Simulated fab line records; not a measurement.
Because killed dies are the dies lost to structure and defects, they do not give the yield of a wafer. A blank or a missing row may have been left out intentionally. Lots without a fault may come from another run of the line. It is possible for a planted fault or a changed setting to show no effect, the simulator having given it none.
Chamber matching ; flow gf180mcu ; rie-diel-03 running GF_V4_ETCH_16: 4 sister chambers
The step etches BARC in N2/H2. 4 wafers are shown with their chamber, then 10 later ones without.

== EACH WAFER AND ITS CHAMBER ==
wafer;chamber;drypump-motor-current-A (A)
L083.2;2;5.25
L086.6;1;5.97
L088.1;3;5.79
L088.2;0;5.77

== WAFERS MISSING THEIR CHAMBER ==
wafer;drypump-motor-current-A (A)
L088.3;5.26
L088.4;5.79
L088.5;5.26
L088.6;5.78
L091.1;5.75
L091.5;5.26
L091.6;5.97
L094.1;5.26
L094.4;5.78
L094.6;5.98

== THE CHAMBER EACH PASSED THROUGH ==
wafer;from the rows above;in truth
L088.3;2;2
L088.4;can't be placed: 3 or 0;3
L088.5;2;2
L088.6;can't be placed: 3 or 0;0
L091.1;can't be placed: 0 or 3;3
L091.5;2;2
L091.6;1;1
L094.1;2;2
L094.4;can't be placed: 3 or 0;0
L094.6;1;1
Correct placement for 6 of the 10. Not placeable from these rows: 4 (in 4, the candidates include the true chamber). Number placed wrongly: 0.
How it was worked out, from the rows above alone: a wafer's distance from a chamber is the root of the sum, over the readings, of the square of ((its reading less the chamber's mean) divided by the reading's scatter). The wafer belongs to the nearest chamber; if the next one is less than 2 further off, it can't be placed. Each chamber's mean is taken over the wafers shown for it. The scatter: with one shown wafer a chamber, the root of the mean of the squares of how far each hidden wafer lies from its nearest shown one.
